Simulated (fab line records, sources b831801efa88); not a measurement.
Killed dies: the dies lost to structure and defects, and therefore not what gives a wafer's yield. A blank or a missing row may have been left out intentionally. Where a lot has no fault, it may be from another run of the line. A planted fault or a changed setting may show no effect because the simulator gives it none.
Comparing a struck lot with a sound one ; flow gf180mcu ; 44 out of 602 route steps
Sound: wafers L950.2, L950.4, L950.5. Wafers L956.3, L956.5, L956.6 were the ones struck. At the end, the cause is stated.
Per side, at each step with rows, come the tool, then ch with its chambers, and then its first start. Under that, the readings that differ: sound wafers ; struck wafers ; difference of the means ; sigmas: that difference in standard deviations of wafers without a fault.
alike: words and numbers the same on both sides, and readings whose means are apart by under 2 such deviations; not compared: readings that were withheld, readings missing a value for some wafer, numbers with overlapping values and no deviation given by the record, and bounds like >300 which may hide the same value.
The two part at a step that has a row with sigmas, a row that says differs or no value, or rows on one side only. When numbers do not overlap yet have no deviation, they are printed without sigmas and do not part them. A reading missing from all wafers of one side parts the sides only when that side holds two or more wafers.

first, 2 steps without rows for these wafers: GF_MVSD_IMPLANT_08; GF_MVSD_IMPLANT_09.
GF_MVSD_STRIP_10: strips in O2/N2.
  sound on plasma-asher-03 ch 0,1, day 5 04:11; struck on plasma-asher-01 ch 0,1, day 6 15:01
  alike: drypump-motor-current-A, heater-power-w, oes-product-au, platen-temp-c, strip-time-to-endpoint-s
  not compared: rf-hours-counter-h
GF_MVSD_TW_MEAS_11:
  sound: film-metro-01 at day 5 04:18; struck: film-metro-02 at day 6 15:07
reading;sound;struck;difference;sigmas
MVSD_TW;1590 1586 1591;1564 1558 1559;-29;-2
then, 7 steps without rows for these wafers: GF_MVPSD_DEHYDRATE_00 (time 60 s); GF_MVPSD_HMDS_01 (prime time 60 s); GF_MVPSD_COAT_02 (resist thk 3000 nm); GF_MVPSD_SOFTBAKE_03; GF_MVPSD_EXPOSE_04 (exposes mask MVPSD, target cd 1000 nm); GF_MVPSD_PEB_05; GF_MVPSD_DEVELOP_06 (develop time 60 s).
GF_MVPSD_OVL_MEAS_07:
  sound: overlay-01 at day 5 18:52; struck: overlay-01 at day 7 06:46
  alike: MVPSD_OVL
GF_MVPSD_IMPLANT_08:
  sound on implanter-02 ch 0, day 5 18:55; struck on implanter-01 ch 0, day 7 06:50
reading;sound;struck;difference;sigmas
dose-ions-cm2;1.498e+13 1.5002e+13 1.4965e+13;1.4333e+13 1.4344e+13 1.433e+13;-6.4667e+11;-38
after that, 1 step had no rows for these wafers: GF_MVPSD_IMPLANT_09.
GF_MVPSD_STRIP_10: strips in O2/N2.
  sound on plasma-asher-03 ch 0,1, day 5 19:12; struck on plasma-asher-03 ch 0,1, day 7 07:07
  alike: drypump-motor-current-A, heater-power-w, oes-product-au, platen-temp-c, strip-time-to-endpoint-s
  not compared: rf-hours-counter-h
GF_MVPSD_TW_MEAS_11:
  sound: film-metro-01 at day 5 19:19; struck: film-metro-02 at day 7 07:13
  alike: MVPSD_TW
then, 7 steps without rows for these wafers: GF_VT_IMPLANT_DEHYDRATE_00 (time 60 s); GF_VT_IMPLANT_HMDS_01 (prime time 60 s); GF_VT_IMPLANT_COAT_02 (resist thk 1000 nm); GF_VT_IMPLANT_SOFTBAKE_03 (time 60 s); GF_VT_IMPLANT_EXPOSE_04 (exposes mask LVPWELL LV AREA, target cd 600 nm); GF_VT_IMPLANT_PEB_05; GF_VT_IMPLANT_DEVELOP_06 (develop time 62.34 s).
GF_VT_IMPLANT_OVL_MEAS_07:
  sound: overlay-02 at day 6 09:55; struck: overlay-02 at day 7 23:07
  alike: VT_IMPLANT_OVL
after that, 1 step had no rows for these wafers: GF_VT_IMPLANT_IMPLANT_08.
GF_VT_IMPLANT_STRIP_09: strips in O2/N2.
  sound on plasma-asher-03 ch 0,1, day 6 10:05; struck on plasma-asher-04 ch 0,1, day 7 23:20
  alike: drypump-motor-current-A, heater-power-w, oes-product-au, platen-temp-c, strip-time-to-endpoint-s
  not compared: rf-hours-counter-h
GF_VT_IMPLANT_TW_MEAS_10:
  sound: film-metro-04 at day 6 10:12; struck: film-metro-04 at day 7 23:25
  alike: VT_IMPLANT_TW
then, 7 steps without rows for these wafers: GF_VT_IMPLANT_DEHYDRATE_11 (time 60 s); GF_VT_IMPLANT_HMDS_12 (prime time 60 s); GF_VT_IMPLANT_COAT_13 (resist thk 1000 nm); GF_VT_IMPLANT_SOFTBAKE_14 (time 60 s); GF_VT_IMPLANT_EXPOSE_15 (exposes mask Nwell LV AREA, target cd 860 nm); GF_VT_IMPLANT_PEB_16; GF_VT_IMPLANT_DEVELOP_17 (develop time 60 s).
GF_VT_IMPLANT_OVL_MEAS_18:
  sound: overlay-01 at day 7 00:55; struck: overlay-01 at day 8 15:31
  alike: VT_IMPLANT_01_OVL
after that, 1 step had no rows for these wafers: GF_VT_IMPLANT_IMPLANT_19.
GF_VT_IMPLANT_STRIP_20: strips in O2/N2.
  sound on plasma-asher-03 ch 0,1, day 7 01:05; struck on plasma-asher-04 ch 0,1, day 8 15:44
  alike: drypump-motor-current-A, heater-power-w, oes-product-au, platen-temp-c, strip-time-to-endpoint-s
  not compared: rf-hours-counter-h
GF_VT_IMPLANT_TW_MEAS_21:
  sound: film-metro-04 at day 7 01:12; struck: film-metro-03 at day 8 15:49
reading;sound;struck;difference;sigmas
VT_IMPLANT_2_TW;1198 1200 1206;1237 1245 1236;+38;+2
then, 4 steps without rows for these wafers: GF_VT_IMPLANT_DEHYDRATE_22 (time 60 s); GF_VT_IMPLANT_HMDS_23 (prime time 60 s); GF_VT_IMPLANT_COAT_24 (resist thk 1000 nm); GF_VT_IMPLANT_SOFTBAKE_25 (time 60 s).
GF_VT_IMPLANT_RS_MEAS_49: measurement is done with a four-point probe.
  sound: film-metro-02 at day 8 08:50; struck: film-metro-01 at day 10 03:06
reading;sound;struck;difference;sigmas
MVPSD_RS (ohm/sq);1169.1 1168.4 1166.8;1197.1 1192.9 1195.1;+26.9;+10
GF_PASSIVATION_PROBE_99:
  rows exist in the record for the sound wafers here (prober-02, day 30 00:43), none for the struck ones

WHERE THEY PART
Last at GF_PASSIVATION_PROBE_99 as far as this record goes, first at GF_MVSD_TW_MEAS_11.

WHY: the cause the simulator had injected
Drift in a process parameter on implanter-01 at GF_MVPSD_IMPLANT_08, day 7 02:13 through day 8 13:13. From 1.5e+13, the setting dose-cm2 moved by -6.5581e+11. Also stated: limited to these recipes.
